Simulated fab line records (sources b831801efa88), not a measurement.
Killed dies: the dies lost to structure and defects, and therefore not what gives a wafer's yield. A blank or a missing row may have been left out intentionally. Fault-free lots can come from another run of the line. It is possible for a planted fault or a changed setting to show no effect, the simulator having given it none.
Which tool was responsible? -- flow sky130 -- Sampling: 6 lots, 18 wafers, 3 of 708 route steps

## WHAT THE GAUGES READ, wafer by wafer
SKY_VT_ADJUST_LVTN_OVL_MEAS_18.
lot,measured,on,VT_ADJUST_LVTN_01_OVL (nm)
L383,day 8 02:23,overlay-02,-2.5 -1.9 -3.2
L385,day 8 21:20,overlay-02,-0.7 2.4 0.6
L387,day 9 10:41,overlay-02,-1.9 -1.2 -1.4
L393,day 11 04:09,overlay-01,1.7 4.0 -0.6
L401,day 12 23:21,overlay-02,0.1 1.5 -1.3
L404,day 14 00:11,overlay-01,0.5 0.2 2.0

## TOOL THAT RAN EACH LOT (tool first, then ch and the chambers of the sampled wafers, then the start)
lot,SKY_FIELD_ISO_ETCH_14,SKY_NWELL_STRIP_14
L383,"rie_diel-03 ch 0,1,3, day 2 10:00","plasma_asher-01 ch 0,1, day 4 22:39"
L385,"rie_diel-01 ch 0,3, day 2 21:00","plasma_asher-02 ch 1, day 5 15:54"
L387,"rie_diel-01 ch 1,3, day 3 07:50","plasma_asher-01 ch 0,1, day 6 02:46"
L393,"rie_diel-03 ch 2,3, day 4 21:45","plasma_asher-01 ch 0,1, day 7 14:11"
L401,"rie_diel-03 ch 0,1,3, day 6 06:46","plasma_asher-02 ch 0,1, day 9 01:41"
L404,"rie_diel-03 ch 0,2, day 6 22:46","plasma_asher-04 ch 0, day 9 22:45"
- SKY_FIELD_ISO_ETCH_14: etches BARC in N2/H2, stops on SiO2, time 45.9 s, target depth 60 nm.
- SKY_NWELL_STRIP_14: strips in O2/N2.

## THE ANSWER, worked out from the rows above alone
Rule: the usual values come from the lots themselves. Put in order of their means at a reading, lots are off if they are a third of the lots or fewer, leave a main group of 4 or more, and stand apart from it by a gap of 3 or more times the standard deviation of the main group's means; of several such gaps the widest counts. Not used: any main group whose means are identical at the precision the tables above print for the reading. Also off: a lot with no number at a reading for which 4 or more lots have one. All remaining lots with rows at the step are treated as sound.
Across all readings shown, no lot is off: no conclusion can be drawn from this.

## WHAT THE SIMULATOR HAD PUT IN
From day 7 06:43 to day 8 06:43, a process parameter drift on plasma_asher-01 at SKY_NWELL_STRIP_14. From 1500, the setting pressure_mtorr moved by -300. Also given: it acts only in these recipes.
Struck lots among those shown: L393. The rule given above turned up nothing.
